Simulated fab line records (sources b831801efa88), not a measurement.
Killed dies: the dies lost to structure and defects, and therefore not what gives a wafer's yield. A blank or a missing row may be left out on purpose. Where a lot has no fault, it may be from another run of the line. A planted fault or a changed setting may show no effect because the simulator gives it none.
One fault through the eyes of 2 desks    flow gf180mcu    every desk sees just its own numbers, and what lay behind them comes last

== DESK OF THE TOOL OWNER: litho-track-01 ==
Per lot that ran on this tool, the mean of the sampled wafers carrying a number, from the tool's own readings at GF_POLY_GATE_SOFTBAKE_06 (time 60 s). Marked OUT: a lot whose mean sits more than 4 standard deviations from the usual mean, which makes it out of limits; the brackets give that distance.
Columns: A = heater-power-total-W at GF_POLY_GATE_SOFTBAKE_06, usual 93.04 W; B = plate-temp-C at GF_POLY_GATE_SOFTBAKE_06, usual 129.97 C
lot   first seen here  A                B
L806  day 9 00:00      93.08            130.03
L807  day 9 08:00      93.06            129.98
L816  day 12 11:00     91.04 (-30) OUT  127.74 (-17) OUT
L817  day 12 12:00     91.03 (-30) OUT  127.83 (-16) OUT
L828  day 15 21:00     93.06            129.97
This desk finds L816, L817 out of limits, L816 being first, at day 12 11:00 (heater-power-total-W at GF_POLY_GATE_SOFTBAKE_06). L806, L807, L828: within limits.

== METROLOGY DESK ==
Lot by lot, what the gauges showed, no matter which tool ran the lot: averages of those sampled wafers that carry a number. Marked OUT: a lot whose mean sits more than 4 standard deviations from the usual mean, which makes it out of limits; the brackets give that distance.
Columns: A = cd-nm at GF_POLY_GATE_CD_MEAS_10, usual 280.4 nm; B = CONTACT_OVL at GF_CONTACT_OVL_MEAS_15, usual 3 nm; C = CONTACT_W_RS at GF_CONTACT_RS_MEAS_25, usual 0.385 ohm/sq
lot   first seen here  A      B   C
L805  day 9 03:03      279.6  0   0.389
L806  day 9 09:12      281.1  7   0.381
L807  day 9 17:15      280.5  7   0.389
L811  day 10 20:37     279.6  -5  0.388
L813  day 11 07:21     280.2  -0  0.393
L816  day 12 20:55     285.7  16  0.389
L817  day 12 23:13     284.1  2   0.385
L819  day 13 08:31     277.8  1   0.384
L821  day 13 23:56     279.6  8   0.382
L820  day 14 04:14     283.3  1   0.381
L822  day 14 07:58     277.9  0   0.387
L825  day 15 01:12     279.8  -3  0.385
L826  day 15 20:38     279.9  -3  0.380
L828  day 16 08:23     282.9  9   0.381
Result from this desk: across the 14 lots, nothing is out of limits.

== TAKEN TOGETHER ==
The tool owner's desk had the chance to raise an alarm at day 12 11:00 on L816, L817.
The metrology desk saw nothing out of limits.
The metrology desk has L816, L817 on record, within its limits.
Of the lots named, all ran GF_POLY_GATE_SOFTBAKE_06 on litho-track-01.

== WHAT THE SIMULATOR PUT IN ==
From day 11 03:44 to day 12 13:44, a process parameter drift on litho-track-01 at GF_POLY_GATE_SOFTBAKE_06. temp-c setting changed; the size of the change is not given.
Shown lots that were struck: L816, L817.
Delay in hours, fault start to first out-of-limits reading, by desk: the tool owner's desk at 31.
